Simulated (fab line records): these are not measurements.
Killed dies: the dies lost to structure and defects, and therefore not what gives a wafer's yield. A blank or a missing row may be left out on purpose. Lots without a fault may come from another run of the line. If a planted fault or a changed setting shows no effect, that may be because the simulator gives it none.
What tool caused it? ; flow gf180mcu ; 42 wafers from 14 lots sampled at 4 of the route's 602 steps

== WHAT EACH GAUGE READ, for each wafer ==
GF_M4_THK_MEAS_06: measures by xrf. Usual: M4_ALCU_THK typically reads 454 nm, with standard deviation 6.4.
lot;measured;on;M4_ALCU_THK (nm);flag
L518;day 26 01:02;film metro-04;442 452 456;
L519;day 23 00:08;film metro-01;462 458 457;
L520;day 23 09:04;film metro-02;461 456 453;
L521;day 23 10:36;film metro-04;449 452 463;
L522;day 24 02:51;film metro-04;449 450 455;
L523;day 24 14:02;film metro-02;459 461 455;
L525;day 25 14:10;film metro-04;444 452 450;
L527;day 26 04:00;film metro-01;451 442 442;
L528;day 26 16:29;film metro-01;447 460 451;
L529;day 26 22:01;film metro-04;459 451 442;
L532;day 28 07:08;film metro-01;465 459 462;
L536;day 28 21:06;film metro-02;460 465 471;
L539;day 29 12:47;film metro-02;453 459 450;
L540;day 29 23:40;film metro-01;460 451 451;

GF_M5_CD_MEAS_07 targets a cd of 280 nm. Usual: cd nm reads 279.5 nm (standard deviation 1).
lot;measured;on;cd nm (nm);flag
L518;day 29 11:37;cd sem-01;279.0 279.8 279.7;
L519;day 26 17:19;cd sem-01;277.6 278.4 278.7;
L520;day 27 02:01;cd sem-01;279.5 279.4 280.3;
L521;day 27 03:09;cd sem-01;280.6 279.7 280.6;
L522;day 27 16:24;cd sem-01;279.2 279.7 278.9;
L523;day 28 03:20;cd sem-02;279.7 279.2 279.8;
L525;day 29 02:05;cd sem-01;279.4 279.1 278.6;
L527;day 29 13:40;cd sem-02;279.8 277.8 279.5;
L528;day 30 01:16;cd sem-02;280.5 279.6 281.9;
L529;day 30 06:28;cd sem-02;276.8 278.5 277.9;
L532;day 31 11:42;cd sem-01;279.5 279.2 279.2;
L536;day 32 01:12;cd sem-01;278.7 278.8 280.6;
L539;day 32 16:10;cd sem-02;278.6 279.4 279.3;
L540;day 33 01:06;cd sem-02;278.3 278.4 277.7;

GF_V5_OVL_MEAS_15. Usual: V5_OVL typically reads 2 nm, with standard deviation 5.
lot;measured;on;V5_OVL (nm);flag
L518;day 30 07:46;overlay-02;-3 3 -2;
L519;day 27 14:56;overlay-01;3 12 12;
L520;day 27 23:32;overlay-02;-1 -4 -3;
L521;day 28 00:32;overlay-02;0 1 -2;
L522;day 28 13:05;overlay-02;-1 6 3;
L523;day 29 00:02;overlay-01;1 1 2;
L525;day 29 22:20;overlay-02;-4 -2 -2;
L527;day 30 09:55;overlay-01;-3 -1 1;
L528;day 30 21:04;overlay-01;9 6 1;
L529;day 31 02:11;overlay-01;5 10 7;
L532;day 32 06:34;overlay-01;5 -1 1;
L536;day 32 19:22;overlay-02;9 5 2;
L539;day 33 09:55;overlay-01;6 3 -2;
L540;day 33 18:19;overlay-01;14 6 8;

== TOOL THAT RAN EACH LOT (tool first, then ch and the chambers of the sampled wafers, then the start) ==
lot;GF_V2_CMP_26
L518;cmp-01 ch 1,2, day 20 15:55
L519;cmp-01 ch 0,1,2, day 20 21:14
L520;cmp-01 ch 0,3, day 21 06:03
L521;cmp-01 ch 0,2,3, day 21 09:25
L522;cmp-02 ch 0,1,3, day 22 01:37
L523;cmp-02 ch 0,2,3, day 22 13:36
L525;cmp-02 ch 1,2,3, day 23 15:17
L527;cmp-01 ch 0,1,2, day 24 05:29
L528;cmp-02 ch 0,1,3, day 24 18:09
L529;cmp-02 ch 0,1,3, day 25 01:39
L532;cmp-01 ch 0,2,3, day 26 11:04
L536;cmp-01 ch 0,1, day 27 01:46
L539;cmp-02 ch 0,1,3, day 27 18:06
L540;cmp-02 ch 0,1,3, day 28 06:22
- GF_V2_CMP_26: polishes, stops on SiO2, t overpolish 15 s, target thk 0 nm.

== WHAT THE TOOLS THEMSELVES READ (means of the sampled wafers that have a number; where no wafer has one, the mark that the record gives instead) ==
GF_V2_CMP_26. Usual: motor current A 10.9 A, standard deviation 0.76; overpolish run s 15.001 s, standard deviation 0.009; time to endpoint s 84 s, standard deviation 5.9.
lot;tool;motor current A (A);overpolish run s (s);time to endpoint s (s);flag
L518;cmp-01;10.4;15.005;86;
L519;cmp-01;10.6;14.995;88;
L520;cmp-01;10.4;15.005;86;
L521;cmp-01;10.7;15.007;87;
L522;cmp-02;11.7;14.999;85;
L523;cmp-02;11.1;15.001;83;
L525;cmp-02;11.3;14.999;84;
L527;cmp-01;10.9;15.003;82;
L528;cmp-02;11.4;14.998;88;
L529;cmp-02;12.2;14.997;88;
L532;cmp-01;10.4;15.000;86;
L536;cmp-01;10.7;14.996;85;
L539;cmp-02;11.4;15.007;81;
L540;cmp-02;11.9;14.997;82;

== THE ANSWER, worked out from the rows above alone ==
Rule: a lot is off if the mean of its wafers that have a number lies more than 3 standard deviations from the usual mean. A lot without any number at a reading at which 4 lots or more have one is off too. Any other lot the step has rows for is counted as sound. After the gauges, taken in route order, come the tools' own readings; for these a lot's mean is taken, as printed above. At the first step where some lot is off, the reading lying furthest off is the one used; lots without a number count as furthest.
Nothing can be told from this: no lot is off at any reading shown.

== WHAT WAS PUT IN BY THE SIMULATOR ==
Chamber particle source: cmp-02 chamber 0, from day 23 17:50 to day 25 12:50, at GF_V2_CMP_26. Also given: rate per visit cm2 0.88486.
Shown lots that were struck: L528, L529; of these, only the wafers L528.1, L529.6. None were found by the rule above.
